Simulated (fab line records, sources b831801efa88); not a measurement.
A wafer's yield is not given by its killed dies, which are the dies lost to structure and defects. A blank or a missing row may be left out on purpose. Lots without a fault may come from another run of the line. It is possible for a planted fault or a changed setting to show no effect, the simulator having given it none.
fab line records	flow gf180mcu	part 1 of 2: steps 1 to 30 of 42
[record] lots = 5	wafers = 15	last_day = 32
route steps=602 shown VT_IMPLANT@106 MVSD@136 NWELL@137 LVPWELL@138 MVPSD@139 DUAL_GATE@141
lots that met no fault: from a run of the same line without faults
start_h: the number of hours between the record's first day and the start of the first shown wafer of the lot	wait_h: how many hours have passed since the lot's step before this one	" same as the row above	L1.1+2: a row that stands for several wafers	- no value present, or no start provided	* or withheld: withheld	< > ~ a bound
route shown NAME@n: a module of which the file shows steps, and the number in the route of the first	usual: mean/standard deviation taken from wafers without a fault	same: alike in all rows	chamber/n: place in a boat	sites: readings site by site	_std_site: standard deviation of those values	_edge_site: outer sites' mean less inner sites'	radius_mm: how far each site lies from the wafer's centre	mask NAME#n: copy n	behind: the most recent tool/chamber to have shaped the wafer	hold: the reason the lot was held/the length of the hold in hours/how it ended	device: whichever transistor did not switch (one of n, p or np)	end of line: the tests these same wafers got at the end of their route	a step with no rows: only its recipe	killed: dies that structure and defects cost at the first sort, which is not the same as the wafer's yield	map: a wafer's dies, marking killed ones x, the rest . and places with no die _
set.NAME: the setting as run; set.NAME@STEP: as run at that earlier step	model.NAME: the simulator's own value behind a step, which no gauge read
lots at selected steps of the route; one table per step, one row per wafer
services: the hour from which a tool's chamber was out of use, counted from the record's first day as start_h (under 0 if before that day), plus the number of hours and why
[[steps]]
[step GF_VT_IMPLANT_PEB_16]
[recipe] temp_c = withheld	time_s = *	resist = NOVOLAK
lot.wafer	tool	chamber	start_h	wait_h
L075.2+5+6	litho_track-02	0	-	-
L083.2+4+6	litho_track-01	0	-	-
L086.1+3+6	litho_track-02	0	-	-
L087.2+4+5	litho_track-01	0	-	-
L090.2+4+5	litho_track-02	0	-	-
[step GF_VT_IMPLANT_DEVELOP_17]
[recipe] develop_time_s = 60	dev_temp_c = 23
lot.wafer	tool	chamber	start_h	wait_h
L075.2+5+6	litho_track-02	0	133.92	0.1
L083.2+4+6	litho_track-01	0	184.41	0.1
L086.1+3+6	litho_track-02	0	200.29	0.1
L087.2+4+5	litho_track-01	0	207.61	0.1
L090.2+4+5	litho_track-02	0	224.56	0.1
[step GF_VT_IMPLANT_OVL_MEAS_18]
[usual] VT_IMPLANT_01_OVL = -0.9/1.2
lot.wafer	tool	chamber	start_h	wait_h	VT_IMPLANT_01_OVL[nm]
L075.2	overlay-02	-	134.05	0.1	0.1
L075.5	"	-	"	"	1.0
L075.6	"	-	"	"	-0.7
L083.2	overlay-02	-	184.54	0.1	-0.1
L083.4	"	-	"	"	0.7
L083.6	"	-	"	"	0.5
L086.1	overlay-01	-	200.44	0.1	-2.3
L086.3	"	-	"	"	-3.1
L086.6	"	-	"	"	-2.8
L087.2	overlay-02	-	207.74	0.1	-0.5
L087.4	"	-	"	"	-2.1
L087.5	"	-	"	"	-1.8
L090.2	overlay-01	-	224.69	0.1	0.2
L090.4	"	-	"	"	-1.3
L090.5	"	-	"	"	-2.8
[step GF_VT_IMPLANT_IMPLANT_19]
[recipe] species = As	energy_kev = 100	dose_cm2 = 4.35e+12	tilt_deg = 7
[usual] tilt_deg = 7.003/0.018
lot.wafer	tool	chamber	start_h	wait_h	tilt_deg
L075.2	implanter-04	0	134.10	0.0	7.015
L075.5	"	0	"	"	7.020
L075.6	"	0	"	"	7.027
L083.2	implanter-01	0	184.60	0.0	7.028
L083.4	"	0	"	"	7.011
L083.6	"	0	"	"	7.001
L086.1	implanter-02	0	200.48	0.0	6.971
L086.3	"	0	"	"	7.005
L086.6	"	0	"	"	6.997
L087.2	implanter-04	0	207.80	0.0	6.986
L087.4	"	0	"	"	7.001
L087.5	"	0	"	"	6.989
L090.2	implanter-01	0	224.75	0.0	7.026
L090.4	"	0	"	"	6.989
L090.5	"	0	"	"	7.008
[step GF_VT_IMPLANT_STRIP_20]
[recipe] chemistry = O2/N2	power_w = 1400	pressure_mtorr = 1500	platen_temp_c = 250	o2_flow_sccm = 3000	n2_flow_sccm = 300	overash_fraction = 0.5
[usual] drypump_motor_current_A = 5.9/0.46	heater_power_w = 320/55	n2_flow_sccm = 300.0/1	oes_product_au = 0.716/0.0043	strip_time_to_endpoint_s = 12.64/0.036
lot.wafer	tool	chamber	start_h	wait_h	drypump_motor_current_A	heater_power_w	n2_flow_sccm	oes_product_au	rf_hours_counter_h	strip_time_to_endpoint_s
L075.2	plasma_asher-02	0	134.23	0.1	5.3	412	299.5	0.712	50	12.59
L075.5	"	0	"	"	5.3	415	299.7	0.718	-	12.65
L075.6	"	1	"	"	5.9	267	299.1	0.710	-	12.65
L083.2	plasma_asher-02	0	184.72	0.1	5.3	409	298.7	0.717	55	12.61
L083.4	"	1	"	"	6.0	274	301.4	0.709	-	12.65
L083.6	"	0	"	"	5.4	423	297.5	0.711	-	12.62
L086.1	plasma_asher-04	1	200.63	0.1	5.3	321	301.5	0.716	41	12.66
L086.3	"	1	"	"	5.3	315	300.7	0.719	-	12.71
L086.6	"	0	"	"	6.3	309	299.8	0.711	-	12.65
L087.2	plasma_asher-02	0	207.92	0.1	5.4	419	301.0	0.722	57	12.62
L087.4	"	1	"	"	5.9	273	299.5	0.716	-	12.62
L087.5	"	1	"	"	5.9	274	298.1	0.713	-	12.62
L090.2	plasma_asher-02	1	224.87	0.1	5.9	270	300.5	0.717	59	12.62
L090.4	"	1	"	"	5.9	277	300.4	0.725	-	12.62
L090.5	"	0	"	"	5.3	422	298.9	0.714	-	12.68
[step GF_VT_IMPLANT_TW_MEAS_21]
[usual] VT_IMPLANT_2_TW = 1206/12
lot.wafer	tool	chamber	start_h	wait_h	VT_IMPLANT_2_TW
L075.2	film_metro-03	-	134.34	0.1	1197
L075.5	"	-	"	"	1200
L075.6	"	-	"	"	1200
L083.2	film_metro-03	-	184.83	0.1	1189
L083.4	"	-	"	"	1190
L083.6	"	-	"	"	1198
L086.1	film_metro-04	-	200.73	0.1	1202
L086.3	"	-	"	"	1206
L086.6	"	-	"	"	1206
L087.2	film_metro-03	-	208.03	0.1	1202
L087.4	"	-	"	"	1199
L087.5	"	-	"	"	1200
L090.2	film_metro-01	-	224.98	0.1	1224
L090.4	"	-	"	"	1222
L090.5	"	-	"	"	1220
[step GF_VT_IMPLANT_DEHYDRATE_22]
[recipe] temp_c = 200	time_s = 60
lot.wafer	tool	chamber	start_h	wait_h
L075.2+5+6	litho_track-03	0	142.22	7.9
L083.2+4+6	litho_track-01	0	192.71	7.9
L086.1+3+6	litho_track-02	0	208.69	8.0
L087.2+4+5	litho_track-01	0	216.61	8.6
L090.2+4+5	litho_track-01	0	233.81	8.8
[step GF_VT_IMPLANT_HMDS_23]
[recipe] prime_time_s = 60	prime_temp_c = 120
lot.wafer	tool	chamber	start_h	wait_h
L075.2+5+6	litho_track-03	0	142.37	0.1
L083.2+4+6	litho_track-01	0	192.86	0.1
L086.1+3+6	litho_track-02	0	208.84	0.1
L087.2+4+5	litho_track-01	0	216.76	0.1
L090.2+4+5	litho_track-01	0	233.96	0.1
[step GF_VT_IMPLANT_COAT_24]
[recipe] resist = NOVOLAK	spin_rpm = 3000	resist_thk_nm = 1000
lot.wafer	tool	chamber	start_h	wait_h
L075.2+5+6	litho_track-03	0	142.52	0.1
L083.2+4+6	litho_track-01	0	193.01	0.1
L086.1+3+6	litho_track-02	0	208.99	0.1
L087.2+4+5	litho_track-01	0	216.91	0.1
L090.2+4+5	litho_track-01	0	234.11	0.1
[step GF_VT_IMPLANT_SOFTBAKE_25]
[recipe] temp_c = 90	time_s = 60	resist = NOVOLAK
lot.wafer	tool	chamber	start_h	wait_h
L075.2+5+6	litho_track-03	0	142.67	0.1
L083.2+4+6	litho_track-01	0	193.16	0.1
L086.1+3+6	litho_track-02	0	209.14	0.1
L087.2+4+5	litho_track-01	0	217.06	0.1
L090.2+4+5	litho_track-01	0	234.26	0.1
[step GF_VT_IMPLANT_EXPOSE_26]
[recipe] mask_id = LVPWELL_HV_AREA	target_cd_nm = 860	na = 0.6	source_shape = conventional	sigma_outer = 0.6	dose_mj = 140
[usual] stage_vel_mm_s = 499.98/0.24
lot.wafer	tool	chamber	start_h	wait_h	mask	stage_vel_mm_s
L075.2	iline_stepper-01	0	-	-	LVPWELL_HV_AREA#0	500.01
L075.5	"	0	"	"	LVPWELL_HV_AREA#0	500.24
L075.6	"	0	"	"	LVPWELL_HV_AREA#0	500.09
L083.2	iline_stepper-01	0	-	-	LVPWELL_HV_AREA#0	499.73
L083.4	"	0	"	"	LVPWELL_HV_AREA#0	499.88
L083.6	"	0	"	"	LVPWELL_HV_AREA#0	500.15
L086.1	iline_stepper-01	0	-	-	LVPWELL_HV_AREA#0	499.87
L086.3	"	0	"	"	LVPWELL_HV_AREA#0	499.75
L086.6	"	0	"	"	LVPWELL_HV_AREA#0	499.87
L087.2	iline_stepper-01	0	-	-	LVPWELL_HV_AREA#0	499.69
L087.4	"	0	"	"	LVPWELL_HV_AREA#0	500.09
L087.5	"	0	"	"	LVPWELL_HV_AREA#0	500.29
L090.2	iline_stepper-02	0	-	-	LVPWELL_HV_AREA#0	500.32
L090.4	"	0	"	"	LVPWELL_HV_AREA#0	500.00
L090.5	"	0	"	"	LVPWELL_HV_AREA#0	500.13
[step GF_VT_IMPLANT_PEB_27]
[recipe] temp_c = withheld	time_s = *	resist = NOVOLAK
lot.wafer	tool	chamber	start_h	wait_h
L075.2+5+6	litho_track-03	0	-	-
L083.2+4+6	litho_track-01	0	-	-
L086.1+3+6	litho_track-01	0	-	-
L087.2+4+5	litho_track-02	0	-	-
L090.2+4+5	litho_track-03	0	-	-
[step GF_VT_IMPLANT_DEVELOP_28]
[recipe] develop_time_s = 60	dev_temp_c = 23
lot.wafer	tool	chamber	start_h	wait_h
L075.2+5+6	litho_track-03	0	149.82	0.1
L083.2+4+6	litho_track-01	0	201.51	0.1
L086.1+3+6	litho_track-01	0	217.94	0.1
L087.2+4+5	litho_track-02	0	225.61	0.1
L090.2+4+5	litho_track-03	0	242.87	0.1
[step GF_VT_IMPLANT_OVL_MEAS_29]
[usual] VT_IMPLANT_02_OVL = 0.1/1.8
lot.wafer	tool	chamber	start_h	wait_h	VT_IMPLANT_02_OVL[nm]
L075.2	overlay-02	-	149.95	0.1	3.0
L075.5	"	-	"	"	2.7
L075.6	"	-	"	"	2.0
L083.2	overlay-02	-	201.64	0.1	0.7
L083.4	"	-	"	"	1.6
L083.6	"	-	"	"	1.4
L086.1	overlay-02	-	218.09	0.1	0.4
L086.3	"	-	"	"	2.0
L086.6	"	-	"	"	2.2
L087.2	overlay-02	-	225.74	0.1	2.7
L087.4	"	-	"	"	3.3
L087.5	"	-	"	"	2.0
L090.2	overlay-01	-	243.00	0.1	-1.9
L090.4	"	-	"	"	-2.7
L090.5	"	-	"	"	-2.0
[step GF_VT_IMPLANT_IMPLANT_30]
[recipe] species = B	energy_kev = 25	dose_cm2 = 2.534e+12	tilt_deg = 7
[usual] tilt_deg = 7.002/0.019
lot.wafer	tool	chamber	start_h	wait_h	tilt_deg
L075.2	implanter-02	0	150.01	0.0	7.017
L075.5	"	0	"	"	6.991
L075.6	"	0	"	"	6.992
L083.2	implanter-02	0	201.70	0.0	7.022
L083.4	"	0	"	"	7.049
L083.6	"	0	"	"	7.044
L086.1	implanter-04	0	218.12	0.0	7.012
L086.3	"	0	"	"	6.995
L086.6	"	0	"	"	6.994
L087.2	implanter-04	0	225.80	0.0	7.001
L087.4	"	0	"	"	7.003
L087.5	"	0	"	"	7.000
L090.2	implanter-02	0	243.06	0.0	6.992
L090.4	"	0	"	"	7.003
L090.5	"	0	"	"	7.024
[step GF_VT_IMPLANT_STRIP_31]
[recipe] chemistry = O2/N2	power_w = 1400	pressure_mtorr = 1500	platen_temp_c = 250	o2_flow_sccm = 3000	n2_flow_sccm = 300	overash_fraction = 0.5
[usual] drypump_motor_current_A = 6.1/0.43	heater_power_w = 313/53	n2_flow_sccm = 300.0/0.9	oes_product_au = 0.715/0.0046	strip_time_to_endpoint_s = 12.63/0.038
lot.wafer	tool	chamber	start_h	wait_h	drypump_motor_current_A	heater_power_w	n2_flow_sccm	oes_product_au	rf_hours_counter_h	strip_time_to_endpoint_s
L075.2	plasma_asher-04	0	150.13	0.1	6.3	303	299.4	0.710	36	12.57
L075.5	"	1	"	"	5.3	319	300.2	0.711	-	12.59
L075.6	"	0	"	"	6.3	304	299.0	0.718	-	12.59
L083.2	plasma_asher-03	1	201.82	0.1	6.5	360	299.6	0.717	54	12.60
L083.4	"	1	"	"	6.5	360	299.4	0.714	-	12.57
L083.6	"	0	"	"	6.3	246	299.3	0.710	-	12.58
L086.1	plasma_asher-04	1	218.27	0.1	5.3	317	301.2	0.718	42	12.67
L086.3	"	1	"	"	5.3	325	301.1	0.716	-	12.64
L086.6	"	1	"	"	5.3	328	301.4	0.715	-	12.69
L087.2	plasma_asher-02	0	225.92	0.1	5.4	423	300.0	0.704	59	12.57
L087.4	"	1	"	"	6.0	274	300.3	0.713	-	12.62
L087.5	"	0	"	"	5.4	424	299.5	0.718	-	12.58
L090.2	plasma_asher-03	1	243.18	0.1	6.5	353	299.0	0.708	59	12.66
L090.4	"	1	"	"	6.5	365	299.8	0.714	-	12.69
L090.5	"	1	"	"	6.5	361	300.0	0.716	-	12.65
[step GF_VT_IMPLANT_TW_MEAS_32]
[usual] VT_IMPLANT_3_TW = 266.5/2.8
lot.wafer	tool	chamber	start_h	wait_h	VT_IMPLANT_3_TW
L075.2	film_metro-01	-	150.24	0.1	269.8
L075.5	"	-	"	"	270.3
L075.6	"	-	"	"	270.6
L083.2	film_metro-04	-	201.93	0.1	269.2
L083.4	"	-	"	"	267.0
L083.6	"	-	"	"	266.7
L086.1	film_metro-04	-	218.37	0.1	265.6
L086.3	"	-	"	"	265.7
L086.6	"	-	"	"	264.8
L087.2	film_metro-04	-	226.03	0.1	264.9
L087.4	"	-	"	"	266.2
L087.5	"	-	"	"	264.3
L090.2	film_metro-04	-	243.29	0.1	267.2
L090.4	"	-	"	"	265.5
L090.5	"	-	"	"	266.9
[step GF_VT_IMPLANT_DEHYDRATE_33]
[recipe] temp_c = 200	time_s = 60
lot.wafer	tool	chamber	start_h	wait_h
L075.2+5+6	litho_track-01	0	157.86	7.6
L083.2+4+6	litho_track-03	0	209.92	8.0
L086.1+3+6	litho_track-01	0	226.14	7.8
L087.2+4+5	litho_track-02	0	234.71	8.7
L090.2+4+5	litho_track-02	0	252.11	8.8
[step GF_VT_IMPLANT_HMDS_34]
[recipe] prime_time_s = 60	prime_temp_c = 120
lot.wafer	tool	chamber	start_h	wait_h
L075.2+5+6	litho_track-01	0	158.01	0.1
L083.2+4+6	litho_track-03	0	210.07	0.1
L086.1+3+6	litho_track-01	0	226.29	0.1
L087.2+4+5	litho_track-02	0	234.86	0.1
L090.2+4+5	litho_track-02	0	252.26	0.1
[step GF_VT_IMPLANT_COAT_35]
[recipe] resist = NOVOLAK	spin_rpm = 3000	resist_thk_nm = 1000
lot.wafer	tool	chamber	start_h	wait_h
L075.2+5+6	litho_track-01	0	158.16	0.1
L083.2+4+6	litho_track-03	0	210.22	0.1
L086.1+3+6	litho_track-01	0	226.44	0.1
L087.2+4+5	litho_track-02	0	235.01	0.1
L090.2+4+5	litho_track-02	0	252.41	0.1
[step GF_VT_IMPLANT_SOFTBAKE_36]
[recipe] temp_c = 90	time_s = 60	resist = NOVOLAK
lot.wafer	tool	chamber	start_h	wait_h
L075.2+5+6	litho_track-01	0	158.31	0.1
L083.2+4+6	litho_track-03	0	210.37	0.1
L086.1+3+6	litho_track-01	0	226.59	0.1
L087.2+4+5	litho_track-02	0	235.16	0.1
L090.2+4+5	litho_track-02	0	252.56	0.1
[step GF_VT_IMPLANT_EXPOSE_37]
[recipe] mask_id = Nwell_HV_AREA	target_cd_nm = 860	na = 0.6	source_shape = conventional	sigma_outer = 0.6	dose_mj = 140
[usual] stage_vel_mm_s = 500.03/0.24
lot.wafer	tool	chamber	start_h	wait_h	mask	stage_vel_mm_s
L075.2	iline_stepper-01	0	-	-	Nwell_HV_AREA#0	499.93
L075.5	"	0	"	"	Nwell_HV_AREA#0	500.11
L075.6	"	0	"	"	Nwell_HV_AREA#0	499.91
L083.2	iline_stepper-02	0	-	-	Nwell_HV_AREA#0	500.66
L083.4	"	0	"	"	Nwell_HV_AREA#0	500.41
L083.6	"	0	"	"	Nwell_HV_AREA#0	500.48
L086.1	iline_stepper-02	0	-	-	Nwell_HV_AREA#0	499.92
L086.3	"	0	"	"	Nwell_HV_AREA#0	500.13
L086.6	"	0	"	"	Nwell_HV_AREA#0	500.43
L087.2	iline_stepper-01	0	-	-	Nwell_HV_AREA#0	500.30
L087.4	"	0	"	"	Nwell_HV_AREA#0	499.81
L087.5	"	0	"	"	Nwell_HV_AREA#0	500.14
L090.2	iline_stepper-02	0	-	-	Nwell_HV_AREA#0	499.96
L090.4	"	0	"	"	Nwell_HV_AREA#0	500.28
L090.5	"	0	"	"	Nwell_HV_AREA#0	499.80
[step GF_VT_IMPLANT_PEB_38]
[recipe] temp_c = withheld	time_s = *	resist = NOVOLAK
lot.wafer	tool	chamber	start_h	wait_h
L075.2+5+6	litho_track-02	0	-	-
L083.2+4+6	litho_track-02	0	-	-
L086.1+3+6	litho_track-03	0	-	-
L087.2+4+5	litho_track-02	0	-	-
L090.2+4+5	litho_track-03	0	-	-
[step GF_VT_IMPLANT_DEVELOP_39]
[recipe] develop_time_s = 60	dev_temp_c = 23
lot.wafer	tool	chamber	start_h	wait_h
L075.2+5+6	litho_track-02	0	165.51	0.1
L083.2+4+6	litho_track-02	0	219.41	0.1
L086.1+3+6	litho_track-03	0	235.79	0.1
L087.2+4+5	litho_track-02	0	243.81	0.1
L090.2+4+5	litho_track-03	0	261.72	0.1
[step GF_VT_IMPLANT_OVL_MEAS_40]
[usual] VT_IMPLANT_03_OVL = -0.6/1.3
lot.wafer	tool	chamber	start_h	wait_h	VT_IMPLANT_03_OVL[nm]
L075.2	overlay-02	-	165.65	0.1	1.1
L075.5	"	-	"	"	0.8
L075.6	"	-	"	"	0.9
L083.2	overlay-01	-	219.55	0.1	-2.5
L083.4	"	-	"	"	-0.8
L083.6	"	-	"	"	-1.7
L086.1	overlay-01	-	235.94	0.1	-1.1
L086.3	"	-	"	"	-0.5
L086.6	"	-	"	"	-0.1
L087.2	overlay-01	-	243.94	0.1	-0.9
L087.4	"	-	"	"	-1.2
L087.5	"	-	"	"	-1.0
L090.2	overlay-02	-	261.85	0.1	-2.1
L090.4	"	-	"	"	-0.9
L090.5	"	-	"	"	-1.6
[step GF_VT_IMPLANT_IMPLANT_41]
[recipe] species = As	energy_kev = 70	dose_cm2 = 1.013e+12	tilt_deg = 7
[usual] tilt_deg = 7.001/0.021
lot.wafer	tool	chamber	start_h	wait_h	tilt_deg
L075.2	implanter-01	0	165.70	0.0	6.984
L075.5	"	0	"	"	6.953
L075.6	"	0	"	"	7.025
L083.2	implanter-02	0	219.60	0.0	6.994
L083.4	"	0	"	"	7.010
L083.6	"	0	"	"	6.991
L086.1	implanter-04	0	235.98	0.0	7.027
L086.3	"	0	"	"	7.019
L086.6	"	0	"	"	6.991
L087.2	implanter-01	0	244.00	0.0	6.976
L087.4	"	0	"	"	6.976
L087.5	"	0	"	"	6.991
L090.2	implanter-01	0	261.91	0.0	6.989
L090.4	"	0	"	"	7.008
L090.5	"	0	"	"	7.010
[step GF_VT_IMPLANT_STRIP_42]
[recipe] chemistry = O2/N2	power_w = 1400	pressure_mtorr = 1500	platen_temp_c = 250	o2_flow_sccm = 3000	n2_flow_sccm = 300	overash_fraction = 0.5
[usual] drypump_motor_current_A = 5.9/0.47	heater_power_w = 318/53	n2_flow_sccm = 299.9/0.79	oes_product_au = 0.716/0.0047	strip_time_to_endpoint_s = 12.64/0.032
lot.wafer	tool	chamber	start_h	wait_h	drypump_motor_current_A	heater_power_w	n2_flow_sccm	oes_product_au	rf_hours_counter_h	strip_time_to_endpoint_s
L075.2	plasma_asher-03	0	165.83	0.1	6.2	252	299.3	0.721	51	12.67
L075.5	"	1	"	"	6.5	358	300.2	0.712	-	12.69
L075.6	"	0	"	"	6.2	249	299.4	0.722	-	12.64
L083.2	plasma_asher-04	0	219.73	0.1	6.3	307	299.5	0.714	43	12.65
L083.4	"	0	"	"	6.3	306	300.7	0.712	-	12.66
L083.6	"	1	"	"	5.3	315	299.4	0.715	-	12.65
L086.1	plasma_asher-04	0	236.13	0.1	6.3	298	299.0	0.711	44	12.58
L086.3	"	0	"	"	6.3	302	299.7	0.712	-	12.62
L086.6	"	0	"	"	6.3	298	299.9	0.715	-	12.60
L087.2	plasma_asher-04	1	244.12	0.1	5.3	321	300.5	0.716	45	12.68
L087.4	"	0	"	"	6.3	299	300.4	0.716	-	12.63
L087.5	"	1	"	"	5.3	317	300.4	0.715	-	12.68
L090.2	plasma_asher-04	1	262.03	0.1	5.3	321	299.4	0.718	47	12.65
L090.4	"	1	"	"	5.3	321	300.9	0.707	-	12.63
L090.5	"	1	"	"	5.3	317	299.8	0.716	-	12.67
[step GF_VT_IMPLANT_TW_MEAS_43]
[usual] VT_IMPLANT_4_TW = 689/7.4
lot.wafer	tool	chamber	start_h	wait_h	VT_IMPLANT_4_TW
L075.2	film_metro-01	-	165.94	0.1	700
L075.5	"	-	"	"	696
L075.6	"	-	"	"	701
L083.2	film_metro-01	-	219.84	0.1	695
L083.4	"	-	"	"	698
L083.6	"	-	"	"	696
L086.1	film_metro-04	-	236.23	0.1	687
L086.3	"	-	"	"	679
L086.6	"	-	"	"	681
L087.2	film_metro-04	-	244.23	0.1	689
L087.4	"	-	"	"	683
L087.5	"	-	"	"	687
L090.2	film_metro-01	-	262.14	0.1	695
L090.4	"	-	"	"	694
L090.5	"	-	"	"	698
[step GF_VT_IMPLANT_CLEAN_44]
[recipe] chemistry = SC1/SC2	mix = 1:4:20	temp_c = 70	time_s = 150	dry = n2_spin
lot.wafer	tool	chamber	start_h	wait_h
L075.2+5+6	wet_bench-02	0	165.99	0.0
L083.2+4+6	wet_bench-02	1	219.89	0.0
L086.1+3+6	wet_bench-03	1	236.29	0.1
L087.2+4+5	wet_bench-02	0	244.28	0.0
L090.2+4+5	wet_bench-04	0	262.19	0.0
[step GF_VT_IMPLANT_RTA_45]
[recipe] temp_c = 1050	time_s = 30	ambient = N2
[usual] lamp_power_pct = 33.8/1.8	wafer_temp_C_max = 1055.4/1.8
lot.wafer	tool	chamber	start_h	wait_h	lamp_power_pct	wafer_temp_C_max
L075.2	rtp_anneal-01	0	166.06	0.0	36.6	1054.0
L075.5	"	0	"	"	36.6	1052.4
L075.6	"	0	"	"	36.6	1053.2
L083.2	rtp_anneal-02	0	219.95	0.0	32.7	1057.5
L083.4	"	0	"	"	32.6	1056.1
L083.6	"	0	"	"	32.7	1056.3
L086.1	rtp_anneal-02	0	236.34	0.0	32.7	1059.2
L086.3	"	0	"	"	32.7	1057.0
L086.6	"	0	"	"	32.7	1057.0
L087.2	rtp_anneal-02	0	244.35	0.0	32.6	1055.5
L087.4	"	0	"	"	32.7	1058.1
L087.5	"	0	"	"	32.6	1055.9
L090.2	rtp_anneal-02	0	262.26	0.0	32.7	1054.4
L090.4	"	0	"	"	32.7	1056.5
L090.5	"	0	"	"	32.7	1055.0
